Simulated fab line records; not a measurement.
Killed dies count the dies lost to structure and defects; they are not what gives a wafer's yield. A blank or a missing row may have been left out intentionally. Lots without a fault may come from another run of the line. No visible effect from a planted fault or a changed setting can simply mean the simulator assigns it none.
Split-lot trial :: flow sfq-line :: route with 325 steps; 5 lots, 23 wafers read

== ON THE SPLIT ==
At SFQ_TRILAYER_I4_VIA_LITHO_COAT_103 (resist thk 650 nm), the setting spin-rpm was moved away from the recipe's 3000 rpm on 10 of the 23 wafers read, by -4.2% to +6.2%. This setting was run at the recipe's value on the other wafers.

== FROM THE SPLIT TO THE READING: what the file shows between them, 4 steps ==
- SFQ_TRILAYER_I4_VIA_LITHO_SOFTBAKE_107
- SFQ_TRILAYER_I4_VIA_LITHO_EXPOSE_104: exposes mask I4, target cd 700 nm
- SFQ_TRILAYER_I4_VIA_LITHO_DEVELOP_105: time 60 s
- SFQ_TRILAYER_I4_VIA_BARC_OPEN_VIA_ETCH_146: etches BARC in O2, target depth 125 nm, time 41.7 s

== THE READING ==
KrF_of_TRILAYER_I4_VIA_LITHO_COAT_103.thk-nm (the simulator's own value, which no gauge read), in nm, at SFQ_TRILAYER_I4_VIA_ETCH_VIA_ETCH_106 (etches SiO2 in CHF3, stops on Nb, target depth 260 nm). No usual value for it is given in the file. The 13 wafers here that ran the recipe average 527.4 nm, standard deviation 2.5 nm.

wafer: L075.2
tool, chamber at the split: litho-track-01, 0
spin-rpm as run, rpm: 3000
against the recipe: recipe
KrF_of_TRILAYER_I4_VIA_LITHO_COAT_103.thk-nm, nm: 524.7
against lot-mates on the recipe: -

wafer: L075.5
tool, chamber at the split: litho-track-01, 0
spin-rpm as run, rpm: 3000
against the recipe: recipe
KrF_of_TRILAYER_I4_VIA_LITHO_COAT_103.thk-nm, nm: 524.8
against lot-mates on the recipe: -

wafer: L075.6
tool, chamber at the split: litho-track-01, 0
spin-rpm as run, rpm: 3000
against the recipe: recipe
KrF_of_TRILAYER_I4_VIA_LITHO_COAT_103.thk-nm, nm: 524.9
against lot-mates on the recipe: -

wafer: L078.1
tool, chamber at the split: litho-track-01, 0
spin-rpm as run, rpm: 3000
against the recipe: recipe
KrF_of_TRILAYER_I4_VIA_LITHO_COAT_103.thk-nm, nm: 531
against lot-mates on the recipe: -

wafer: L078.2
tool, chamber at the split: litho-track-01, 0
spin-rpm as run, rpm: 3000
against the recipe: recipe
KrF_of_TRILAYER_I4_VIA_LITHO_COAT_103.thk-nm, nm: 530.6
against lot-mates on the recipe: -

wafer: L078.3
tool, chamber at the split: litho-track-01, 0
spin-rpm as run, rpm: 3000
against the recipe: recipe
KrF_of_TRILAYER_I4_VIA_LITHO_COAT_103.thk-nm, nm: 527.9
against lot-mates on the recipe: -

wafer: L078.4
tool, chamber at the split: litho-track-01, 0
spin-rpm as run, rpm: 3058
against the recipe: +1.9%
KrF_of_TRILAYER_I4_VIA_LITHO_COAT_103.thk-nm, nm: 526.9
against lot-mates on the recipe: -2.9

wafer: L078.5
tool, chamber at the split: litho-track-01, 0
spin-rpm as run, rpm: 3058
against the recipe: +1.9%
KrF_of_TRILAYER_I4_VIA_LITHO_COAT_103.thk-nm, nm: 522
against lot-mates on the recipe: -7.8

wafer: L081.1
tool, chamber at the split: litho-track-01, 0
spin-rpm as run, rpm: 3185
against the recipe: +6.2%
KrF_of_TRILAYER_I4_VIA_LITHO_COAT_103.thk-nm, nm: 507
against lot-mates on the recipe: -17.3

wafer: L081.2
tool, chamber at the split: litho-track-01, 0
spin-rpm as run, rpm: 3185
against the recipe: +6.2%
KrF_of_TRILAYER_I4_VIA_LITHO_COAT_103.thk-nm, nm: 507
against lot-mates on the recipe: -17.3

wafer: L081.3
tool, chamber at the split: litho-track-01, 0
spin-rpm as run, rpm: 3000
against the recipe: recipe
KrF_of_TRILAYER_I4_VIA_LITHO_COAT_103.thk-nm, nm: 523.7
against lot-mates on the recipe: -

wafer: L081.4
tool, chamber at the split: litho-track-01, 0
spin-rpm as run, rpm: 3185
against the recipe: +6.2%
KrF_of_TRILAYER_I4_VIA_LITHO_COAT_103.thk-nm, nm: 506
against lot-mates on the recipe: -18.3

wafer: L081.5
tool, chamber at the split: litho-track-01, 0
spin-rpm as run, rpm: 3000
against the recipe: recipe
KrF_of_TRILAYER_I4_VIA_LITHO_COAT_103.thk-nm, nm: 524.9
against lot-mates on the recipe: -

wafer: L083.2
tool, chamber at the split: litho-track-03, 0
spin-rpm as run, rpm: 3000
against the recipe: recipe
KrF_of_TRILAYER_I4_VIA_LITHO_COAT_103.thk-nm, nm: 528.4
against lot-mates on the recipe: -

wafer: L083.3
tool, chamber at the split: litho-track-03, 0
spin-rpm as run, rpm: 2927
against the recipe: -2.4%
KrF_of_TRILAYER_I4_VIA_LITHO_COAT_103.thk-nm, nm: 536.4
against lot-mates on the recipe: +8.4

wafer: L083.4
tool, chamber at the split: litho-track-03, 0
spin-rpm as run, rpm: 2927
against the recipe: -2.4%
KrF_of_TRILAYER_I4_VIA_LITHO_COAT_103.thk-nm, nm: 537.6
against lot-mates on the recipe: +9.6

wafer: L083.5
tool, chamber at the split: litho-track-03, 0
spin-rpm as run, rpm: 3000
against the recipe: recipe
KrF_of_TRILAYER_I4_VIA_LITHO_COAT_103.thk-nm, nm: 527
against lot-mates on the recipe: -

wafer: L083.6
tool, chamber at the split: litho-track-03, 0
spin-rpm as run, rpm: 3000
against the recipe: recipe
KrF_of_TRILAYER_I4_VIA_LITHO_COAT_103.thk-nm, nm: 528.7
against lot-mates on the recipe: -

wafer: L085.1
tool, chamber at the split: litho-track-03, 0
spin-rpm as run, rpm: 2875
against the recipe: -4.2%
KrF_of_TRILAYER_I4_VIA_LITHO_COAT_103.thk-nm, nm: 538.2
against lot-mates on the recipe: +8.3

wafer: L085.2
tool, chamber at the split: litho-track-03, 0
spin-rpm as run, rpm: 2875
against the recipe: -4.2%
KrF_of_TRILAYER_I4_VIA_LITHO_COAT_103.thk-nm, nm: 543.2
against lot-mates on the recipe: +13.3

wafer: L085.3
tool, chamber at the split: litho-track-03, 0
spin-rpm as run, rpm: 3000
against the recipe: recipe
KrF_of_TRILAYER_I4_VIA_LITHO_COAT_103.thk-nm, nm: 530.4
against lot-mates on the recipe: -

wafer: L085.5
tool, chamber at the split: litho-track-03, 0
spin-rpm as run, rpm: 2875
against the recipe: -4.2%
KrF_of_TRILAYER_I4_VIA_LITHO_COAT_103.thk-nm, nm: 545.3
against lot-mates on the recipe: +15.4

wafer: L085.6
tool, chamber at the split: litho-track-03, 0
spin-rpm as run, rpm: 3000
against the recipe: recipe
KrF_of_TRILAYER_I4_VIA_LITHO_COAT_103.thk-nm, nm: 529.4
against lot-mates on the recipe: -

THE FIT
A straight line over all 23 wafers: KrF_of_TRILAYER_I4_VIA_LITHO_COAT_103.thk-nm changes by -3.4 nm for each +1% of spin-rpm; r = -0.97; the points scatter about the line by 2.6 nm.
The same after taking each lot's own level away (the mean of its wafers on the recipe; 23 wafers): -2.94 nm for each +1%; r = -0.98; scatter 1.6 nm.
According to that fit, moving spin-rpm by its largest amount changes the reading by 18 nm.
Across the lots, their own levels run from 524.30 to 529.90 nm, a range of 2.3 times the standard deviation given above.
Thus the slope moves with the lot-to-lot level: the two fits are different.
Check: with one of the wafers moved furthest among these (+6.2%) left out of the fit, the line predicts -18.1 nm for it against its lot-mates. Against them it came out at -17.3 nm.

== THE OTHER SPLITS THESE WAFERS WENT THROUGH ==
Note: prior to the reading, these wafers also went through further splits. Each is held against what the fit with the lots' levels taken away leaves over:
other split on the same wafers: SFQ_TRILAYER_M3_LITHO_PEB_078 peb-temp-c
wafers away from the commonest value: 8
r with KrF_of_TRILAYER_I4_VIA_LITHO_COAT_103.thk-nm (lot level and that fit taken away): +0.04

other split on the same wafers: SFQ_TRILAYER_M3_ETCH_METAL_ETCH_078 time-s
wafers away from the commonest value: 2
r with KrF_of_TRILAYER_I4_VIA_LITHO_COAT_103.thk-nm (lot level and that fit taken away): +0.50

other split on the same wafers: SFQ_TRILAYER_I3_VIA_LITHO_EXPOSE_086 dose-mj
wafers away from the commonest value: 4
r with KrF_of_TRILAYER_I4_VIA_LITHO_COAT_103.thk-nm (lot level and that fit taken away): -0.24

other split on the same wafers: SFQ_TRILAYER_M4_LITHO_COAT_098 resist-thk-nm
wafers away from the commonest value: 8
r with KrF_of_TRILAYER_I4_VIA_LITHO_COAT_103.thk-nm (lot level and that fit taken away): +0.14

== THE WHOLE CHAIN: every reading that the file lists as answering this split, in the file's order ==
step: SFQ_TRILAYER_I4_VIA_LITHO_COAT_103
what it does: resist thk 650 nm
reading: KrF_of_TRILAYER_I4_VIA_LITHO_COAT_103.thk-nm (the simulator's own value, which no gauge read)
change (the file's fit): -3.16 nm for each +1% of the setting
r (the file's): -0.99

step: SFQ_TRILAYER_I4_VIA_BARC_OPEN_VIA_ETCH_146
what it does: etches BARC in O2, target depth 125 nm, time 41.7 s
reading: KrF_of_TRILAYER_I4_VIA_LITHO_COAT_103.thk-nm (the simulator's own value, which no gauge read)
change (the file's fit): -3.06 nm for each +1% of the setting
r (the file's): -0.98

step: SFQ_TRILAYER_I4_VIA_ETCH_VIA_ETCH_106
what it does: etches SiO2 in CHF3, stops on Nb, target depth 260 nm
reading: KrF_of_TRILAYER_I4_VIA_LITHO_COAT_103.thk-nm (the simulator's own value, which no gauge read)
change (the file's fit): -2.96 nm for each +1% of the setting
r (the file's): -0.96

== FILE'S OWN FIT ==
KrF_of_TRILAYER_I4_VIA_LITHO_COAT_103.thk-nm changes by -2.96 nm for each +1% of spin-rpm, r = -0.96.
